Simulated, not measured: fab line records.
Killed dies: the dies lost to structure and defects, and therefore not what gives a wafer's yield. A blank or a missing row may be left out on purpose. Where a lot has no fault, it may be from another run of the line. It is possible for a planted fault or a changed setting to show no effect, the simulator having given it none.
2 desks looking at one fault ; flow sky130 ; each desk holds nothing but its own numbers, with what lay behind them at the end

== DESK OF THE TOOL OWNER: rie_diel-01 ==
The tool's own readings at SKY_PAD_OPEN_ETCH_07 (etches the open film in CF4/O2, stops on AlCu, target depth 725 nm, time 161.1 s): means of the sampled wafers that have a number, for each lot that ran on this tool. Marked OUT: a lot whose mean sits more than 4 standard deviations from the usual mean, which makes it out of limits; the brackets give that distance.
Columns: A = O2_flow_sccm at SKY_PAD_OPEN_ETCH_07, usual 10.00 sccm; B = drypump_motor_current_A at SKY_PAD_OPEN_ETCH_07, usual 5.6 A; C = oes_product_au at SKY_PAD_OPEN_ETCH_07, usual 0.978 a.u.; D = rf_fwd_power_W at SKY_PAD_OPEN_ETCH_07, usual 796.8 W; E = throttle_valve_pct at SKY_PAD_OPEN_ETCH_07, usual 5.963 %
lot;first seen here;A;B;C;D;E
L143;day 47 08:41;9.99;5.6;0.979;796.2;5.970
L147;day 47 21:47;10.00;5.6;0.979;797.5;5.962
L149;day 48 00:44;9.97;5.6;0.977;797.0;5.961
L150;day 48 10:20;10.04;6.0;0.988;920.4 (+48) OUT;5.961
L151;day 48 14:47;10.03;5.6;0.977;925.5 (+50) OUT;5.964
L152;day 48 21:29;10.03;6.0;0.978;924.0 (+49) OUT;5.962
This desk's verdict: out of limits on L150, L151, L152, starting with L150 at day 48 10:20 (rf_fwd_power_W at SKY_PAD_OPEN_ETCH_07). Within limits: L143, L147, L149.

== METROLOGY DESK ==
Lot by lot, what the gauges showed, no matter which tool ran the lot: averages of those sampled wafers that carry a number. Marked OUT: a lot whose mean sits more than 4 standard deviations from the usual mean, which makes it out of limits; the brackets give that distance.
Columns: A = VIA4_BOW at SKY_VIA4_BOW_MEAS_03, usual 79 um
lot;first seen here;A
L139;day 42 00:23;85
L143;day 43 19:14;86
L144;day 43 20:49;83
L147;day 44 08:38;85
L149;day 44 12:27;76
L148;day 44 20:19;76
L150;day 44 23:47;90
L151;day 45 05:14;60
L152;day 45 14:34;88
L161;day 47 19:11;78
L159;day 47 20:15;80
This desk found nothing out of limits on any of the 11 lots.

== ALL TOGETHER ==
At day 48 10:20, on L150, L151, L152, the tool owner's desk was in a position to raise an alarm.
At the metrology desk, nothing out of limits was observed.
The metrology desk holds a record of L150, L151, L152, inside its limits.
The lots listed all ran SKY_PAD_OPEN_ETCH_07 on rie_diel-01.

== WHAT WAS PUT IN BY THE SIMULATOR ==
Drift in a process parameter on rie_diel-01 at SKY_PAD_OPEN_ETCH_07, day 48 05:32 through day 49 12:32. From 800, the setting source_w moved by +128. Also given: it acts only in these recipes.
Shown lots that were struck: L150, L151, L152.
How many hours passed from the start of the fault until each desk's first out-of-limits reading: the tool owner's desk, 5.
